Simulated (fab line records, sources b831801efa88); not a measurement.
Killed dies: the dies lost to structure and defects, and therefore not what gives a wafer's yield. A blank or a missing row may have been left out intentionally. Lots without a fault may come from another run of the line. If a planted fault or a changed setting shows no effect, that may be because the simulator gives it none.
8D (eight disciplines) problem report, filled in by code    flow sky130    the parts of the form that need people (team, actions taken, sign-off) are left out

== 1. WHAT IS WRONG ==
VIA4_HDPCVD_THK at SKY_VIA4_THK_MEAS_01 reads a mean of 3288 nm on 3 wafers of 3 lots; wafers without a fault read 1746 nm with a standard deviation of 18. Relative to the usual mean, that is a shift of +86 standard deviations.
First observed at day 47 02:24: wafer L210.1, on film_metro-01. The record holds 34 wafers of 12 lots with a number at this step. By rule, "out" or "out of limits" means more than 4 standard deviations away from the usual mean. All remaining wafers that have a number are taken as sound.

== 2. WHAT IT IS, AND WHAT IT ISN'T ==
question                     is                                           is not
which readings at this step  VIA4_HDPCVD_THK                              -
which lots                   L210, L211, L212                             L191, L192, L193, L194, L196, L197, L205, L213, L214
which wafers of those lots   L210.1, L211.5, L212.5                       L210.2, L211.6, L212.2, L212.6
read on which gauges         film_metro-01, film_metro-03, film_metro-04  -
when                         from day 47 02:24                            up to then (22 sound wafers); but 9 sound wafers of L211, L212, L213, L214 came after

== 3. WHAT RULES OUT EACH SUSPECT ==
Counting: a tool at a process step up to the reading stays a suspect if it ran every lot that is out. Sound lots after the first of them don't rule it out here, since some wafers of a struck lot are sound.
- the gauge at SKY_VIA4_THK_MEAS_01 has been ruled out. Those wafers that are out were read across 3 gauges (film_metro-01, film_metro-03, film_metro-04).
- hdpcvd-01 at SKY_VIA4_HDPCVD_00 (deposits SiO2, target thk 1750 nm, time 291.7 s): kept. It processed each lot that is out (first: L210, day 47 02:13); up to then, its last sound lot is L197 (day 43 13:16).
The count leaves hdpcvd-01 at SKY_VIA4_HDPCVD_00.

== 4. THE CAUSE (what the simulator had put in) ==
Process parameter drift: hdpcvd-01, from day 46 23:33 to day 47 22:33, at SKY_VIA4_HDPCVD_00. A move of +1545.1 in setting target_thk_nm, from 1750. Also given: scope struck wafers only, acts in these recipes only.
Counting left only this tool.

== 5. THE EFFECT CHAIN, in route order ==
One row per reading whose mean, taken over the struck wafers that have a number, lies over 3 standard deviations from the usual. Scope: only readings with a usual standard deviation given in the record; hours: median across lots of the time from each lot's start at the first step in this table that gives one to its start at this step; sigmas: change in usual standard deviations.
hours  step                  reading          usual    on struck wafers  change  sigmas
0      SKY_VIA4_THK_MEAS_01  VIA4_HDPCVD_THK  1746 nm  3288              +1542   +86

== 6. HOW IT WOULD HAVE BEEN CAUGHT EARLIER ==
3 hours passed between the start of the fault at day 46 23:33 and the first reading out of limits at a measuring or inspecting step in this record, taken at day 47 02:24.
L212, L211, from the lots that are out (3), started SKY_VIA4_HDPCVD_00 on hdpcvd-01 later than day 47 02:24. A hold on the tool at that time would have spared those 2.
